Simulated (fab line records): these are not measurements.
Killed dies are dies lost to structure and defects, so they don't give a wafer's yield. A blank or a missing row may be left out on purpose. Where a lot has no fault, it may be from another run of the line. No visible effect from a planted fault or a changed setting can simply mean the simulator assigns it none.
Which tool did it? :: flow sky130 :: 10 lots, 30 wafers sampled, at 4 steps of a route of 708

## WHAT THE GAUGES SHOWED, per wafer
SKY_VT_ADJUST_HVTP_CD_MEAS_07 targets a cd of 380 nm.
lot: L646
measured: day 6 08:44
on: cdSem-02
cdNm (nm): 378.2 379.8 378.7

lot: L648
measured: day 6 17:56
on: cdSem-01
cdNm (nm): 382.0 382.7 382.6

lot: L649
measured: day 6 21:08
on: cdSem-02
cdNm (nm): 381.2 383.0 381.2

lot: L651
measured: day 7 16:17
on: cdSem-02
cdNm (nm): 383.1 381.5 383.5

lot: L653
measured: day 8 01:31
on: cdSem-02
cdNm (nm): 381.7 381.5 381.4

lot: L656
measured: day 8 14:15
on: cdSem-01
cdNm (nm): 380.7 383.1 382.7

lot: L658
measured: day 9 11:20
on: cdSem-02
cdNm (nm): 382.2 380.0 380.6

lot: L664
measured: day 11 04:27
on: cdSem-02
cdNm (nm): 379.3 382.0 378.7

lot: L665
measured: day 11 09:14
on: cdSem-02
cdNm (nm): 381.6 378.6 379.4

lot: L667
measured: day 12 05:32
on: cdSem-02
cdNm (nm): 378.2 374.7 377.7

SKY_SPACER_THK_MEAS_01.
lot: L646
measured: day 22 23:25
on: filmMetro-04
SPACER_CVD_00_THK (nm): 42.3 42.4 42.8

lot: L648
measured: day 24 04:24
on: filmMetro-01
SPACER_CVD_00_THK (nm): 42.9 42.7 43.1

lot: L649
measured: day 24 03:11
on: filmMetro-04
SPACER_CVD_00_THK (nm): 43.3 43.4 43.5

lot: L651
measured: day 25 03:08
on: filmMetro-04
SPACER_CVD_00_THK (nm): 43.1 43.1 43.1

lot: L653
measured: day 25 12:43
on: filmMetro-02
SPACER_CVD_00_THK (nm): 42.8 42.7 42.8

lot: L656
measured: day 26 12:34
on: filmMetro-04
SPACER_CVD_00_THK (nm): 44.0 44.0 43.7

lot: L658
measured: day 27 16:05
on: filmMetro-02
SPACER_CVD_00_THK (nm): 43.5 43.4 43.9

lot: L664
measured: day 29 17:26
on: filmMetro-01
SPACER_CVD_00_THK (nm): 43.0 42.8 42.9

lot: L665
measured: day 29 21:47
on: filmMetro-02
SPACER_CVD_00_THK (nm): 42.9 42.6 42.8

lot: L667
measured: day 30 20:48
on: filmMetro-02
SPACER_CVD_00_THK (nm): 60.7 60.8 60.4

## TOOL THAT RAN EACH LOT (tool first, then ch and the chambers of the sampled wafers, then the start)
lot: L646
SKY_VT_ADJUST_HVTP_STRIP_10: plasmaAsher-04 ch 0,1, day 6 09:01
SKY_SPACER_CVD_00: lpcvd-02 ch 0, day 22 22:11

lot: L648
SKY_VT_ADJUST_HVTP_STRIP_10: plasmaAsher-03 ch 0,1, day 6 18:15
SKY_SPACER_CVD_00: lpcvd-02 ch 1, day 24 03:11

lot: L649
SKY_VT_ADJUST_HVTP_STRIP_10: plasmaAsher-03 ch 0,1, day 6 21:26
SKY_SPACER_CVD_00: lpcvd-02 ch 1, day 24 01:59

lot: L651
SKY_VT_ADJUST_HVTP_STRIP_10: plasmaAsher-01 ch 0,1, day 7 16:36
SKY_SPACER_CVD_00: lpcvd-02 ch 1, day 25 01:56

lot: L653
SKY_VT_ADJUST_HVTP_STRIP_10: plasmaAsher-04 ch 0,1, day 8 01:49
SKY_SPACER_CVD_00: lpcvd-02 ch 1, day 25 11:30

lot: L656
SKY_VT_ADJUST_HVTP_STRIP_10: plasmaAsher-03 ch 1, day 8 14:32
SKY_SPACER_CVD_00: lpcvd-02 ch 0, day 26 11:21

lot: L658
SKY_VT_ADJUST_HVTP_STRIP_10: plasmaAsher-04 ch 0,1, day 9 11:40
SKY_SPACER_CVD_00: lpcvd-02 ch 0, day 27 14:52

lot: L664
SKY_VT_ADJUST_HVTP_STRIP_10: plasmaAsher-01 ch 0,1, day 11 04:46
SKY_SPACER_CVD_00: lpcvd-02 ch 0, day 29 16:14

lot: L665
SKY_VT_ADJUST_HVTP_STRIP_10: plasmaAsher-04 ch 0,1, day 11 09:32
SKY_SPACER_CVD_00: lpcvd-02 ch 0, day 29 20:35

lot: L667
SKY_VT_ADJUST_HVTP_STRIP_10: plasmaAsher-04 ch 0,1, day 12 05:50
SKY_SPACER_CVD_00: lpcvd-02 ch 0, day 30 19:35
- SKY_VT_ADJUST_HVTP_STRIP_10: strips in O2/N2.
- SKY_SPACER_CVD_00: deposits Si3N4 from DCS/NH3, target thk 43.1 nm, time 740 s.

## AS READ BY THE TOOLS THEMSELVES (means over the sampled wafers that have a number; for cases with no such wafer, the mark the record gives instead)
SKY_VT_ADJUST_HVTP_STRIP_10.
lot: L646
tool: plasmaAsher-04
drypumpMotorCurrentA (A): 5.74
n2FlowSccm (sccm): 300.1
oesProductAu (a.u.): 0.710
stripTimeToEndpointS (s): 14.21

lot: L648
tool: plasmaAsher-03
drypumpMotorCurrentA (A): 5.65
n2FlowSccm (sccm): 299.3
oesProductAu (a.u.): 0.715
stripTimeToEndpointS (s): 14.17

lot: L649
tool: plasmaAsher-03
drypumpMotorCurrentA (A): 5.90
n2FlowSccm (sccm): 300.8
oesProductAu (a.u.): 0.717
stripTimeToEndpointS (s): 14.14

lot: L651
tool: plasmaAsher-01
drypumpMotorCurrentA (A): 5.77
n2FlowSccm (sccm): 300.2
oesProductAu (a.u.): 0.717
stripTimeToEndpointS (s): 14.18

lot: L653
tool: plasmaAsher-04
drypumpMotorCurrentA (A): 5.92
n2FlowSccm (sccm): 299.4
oesProductAu (a.u.): 0.712
stripTimeToEndpointS (s): 14.14

lot: L656
tool: plasmaAsher-03
drypumpMotorCurrentA (A): 5.44
n2FlowSccm (sccm): 299.8
oesProductAu (a.u.): 0.716
stripTimeToEndpointS (s): 14.14

lot: L658
tool: plasmaAsher-04
drypumpMotorCurrentA (A): 5.91
n2FlowSccm (sccm): 299.2
oesProductAu (a.u.): 0.713
stripTimeToEndpointS (s): 14.26

lot: L664
tool: plasmaAsher-01
drypumpMotorCurrentA (A): 5.77
n2FlowSccm (sccm): 301.4
oesProductAu (a.u.): 0.716
stripTimeToEndpointS (s): 14.18

lot: L665
tool: plasmaAsher-04
drypumpMotorCurrentA (A): 5.74
n2FlowSccm (sccm): 300.2
oesProductAu (a.u.): 0.714
stripTimeToEndpointS (s): 14.11

lot: L667
tool: plasmaAsher-04
drypumpMotorCurrentA (A): 5.75
n2FlowSccm (sccm): 300.3
oesProductAu (a.u.): 0.717
stripTimeToEndpointS (s): 14.14

SKY_SPACER_CVD_00.
lot: L646
tool: lpcvd-02
spikeTcUpperC (C): 769.4
zonePowerUpperPct (%): 12.6

lot: L648
tool: lpcvd-02
spikeTcUpperC (C): 769.8
zonePowerUpperPct (%): 11.9

lot: L649
tool: lpcvd-02
spikeTcUpperC (C): 770.7
zonePowerUpperPct (%): 11.9

lot: L651
tool: lpcvd-02
spikeTcUpperC (C): 770.5
zonePowerUpperPct (%): 12.0

lot: L653
tool: lpcvd-02
spikeTcUpperC (C): 770.7
zonePowerUpperPct (%): 12.0

lot: L656
tool: lpcvd-02
spikeTcUpperC (C): 770.1
zonePowerUpperPct (%): 12.5

lot: L658
tool: lpcvd-02
spikeTcUpperC (C): 770.1
zonePowerUpperPct (%): 12.6

lot: L664
tool: lpcvd-02
spikeTcUpperC (C): 769.0
zonePowerUpperPct (%): 12.7

lot: L665
tool: lpcvd-02
spikeTcUpperC (C): 768.4
zonePowerUpperPct (%): 12.5

lot: L667
tool: lpcvd-02
spikeTcUpperC (C): 767.6
zonePowerUpperPct (%): 12.6

## THE ANSWER, worked out from the rows above alone
Rule: usual is defined by the lots themselves. The widest of any qualifying gaps counts: lots, ordered by their means at a reading, are off when they make up no more than a third of the lots, leave a main group of 4 or more, and stand apart from it by 3 or more times the standard deviation of that group's means. If all means in a main group match to the digits the tables above print for the reading, that group is not used. Also off: a lot with no number at a reading for which 4 or more lots have one. Where the step has rows for the other lots, those lots are counted as sound. The gauges are gone through in route order, then the tools' own readings, and for those a lot's mean is taken as printed above. At the first step where some lot is off, the reading lying furthest off is the one used; lots without a number count as furthest.
Off: L667, at SKY_SPACER_THK_MEAS_01 (SPACER_CVD_00_THK). The main group: mean 43.1 nm, standard deviation 0.43.
If a tool, at a process step before that reading, ran all the lots that are off and no sound lot after the first of them, it fits. Gauges at SKY_SPACER_THK_MEAS_01: tried the same way as those tools. Can't be told from this: 3 tools fit, plasmaAsher-04 at SKY_VT_ADJUST_HVTP_STRIP_10, lpcvd-02 at SKY_SPACER_CVD_00, filmMetro-02 at SKY_SPACER_THK_MEAS_01.

## WHAT THE SIMULATOR HAD PUT IN
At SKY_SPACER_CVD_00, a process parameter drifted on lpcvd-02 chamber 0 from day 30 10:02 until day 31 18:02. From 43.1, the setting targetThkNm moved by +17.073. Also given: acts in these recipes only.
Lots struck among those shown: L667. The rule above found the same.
